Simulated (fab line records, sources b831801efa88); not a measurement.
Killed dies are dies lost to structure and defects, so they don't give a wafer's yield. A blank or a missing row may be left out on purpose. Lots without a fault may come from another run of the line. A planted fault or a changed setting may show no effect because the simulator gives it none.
Which tool did it? | flow sky130 | 12 lots, 36 wafers sampled, at 2 steps of a route of 708

WHAT THE GAUGES READ, wafer by wafer
SKY_VIA3_THK_MEAS_01.
lot  | measured     | on            | VIA3_HDPCVD_THK (nm)
L075 | day 38 22:30 | film_metro-02 | 1647 1659 1667
L077 | day 39 10:31 | film_metro-01 | 1668 1650 1644
L079 | day 39 21:32 | film_metro-04 | 1640 1639 1640
L081 | day 40 08:17 | film_metro-02 | 1654 1651 1647
L083 | day 41 01:04 | film_metro-02 | 1640 1644 1650
L085 | day 41 15:26 | film_metro-02 | 1617 1613 1633
L087 | day 42 04:17 | film_metro-04 | 1642 1645 1650
L089 | day 43 01:09 | film_metro-04 | 1661 1671 1651
L091 | day 43 21:59 | film_metro-02 | 1611 1611 1615
L092 | day 44 01:08 | film_metro-04 | 1636 1633 1642
L095 | day 45 03:53 | film_metro-04 | 1621 1623 1639
L096 | day 45 08:58 | film_metro-02 | 1628 1620 1628

WHICH TOOL RAN EACH LOT (tool, then ch and the chambers of the sampled wafers, then the start)
lot  | SKY_METAL3_DESCUM_15
L075 | rie_metal-03 ch 0,1, day 38 21:22
L077 | rie_metal-02 ch 0,1, day 39 09:26
L079 | rie_metal-03 ch 0,1, day 39 20:17
L081 | rie_metal-03 ch 0,1, day 40 07:13
L083 | rie_metal-02 ch 0,1, day 40 23:52
L085 | rie_metal-03 ch 0,1, day 41 14:20
L087 | rie_metal-02 ch 0,1, day 42 03:07
L089 | rie_metal-04 ch 0,1, day 43 00:02
L091 | rie_metal-04 ch 0,1, day 43 20:55
L092 | rie_metal-02 ch 0,1, day 43 23:53
L095 | rie_metal-03 ch 1, day 45 02:48
L096 | rie_metal-04 ch 0,1, day 45 07:49
- SKY_METAL3_DESCUM_15: chemistry O2, time 8 s.

THE ANSWER, worked out from the rows above alone
Rule: what is usual is taken from the lots themselves. Put in order of their means at a reading, lots are off if they are a third of the lots or fewer, leave a main group of 4 or more, and stand apart from it by a gap of 3 or more times the standard deviation of the main group's means; of several such gaps the widest counts. A main group whose means are all the same, to the digits that the tables above print for the reading, isn't used. A lot without any number at a reading at which 4 lots or more have one is off too. The other lots that the step has rows for count as sound.
No lot is off at any reading shown: from this, nothing can be told.

WHAT THE SIMULATOR HAD PUT IN
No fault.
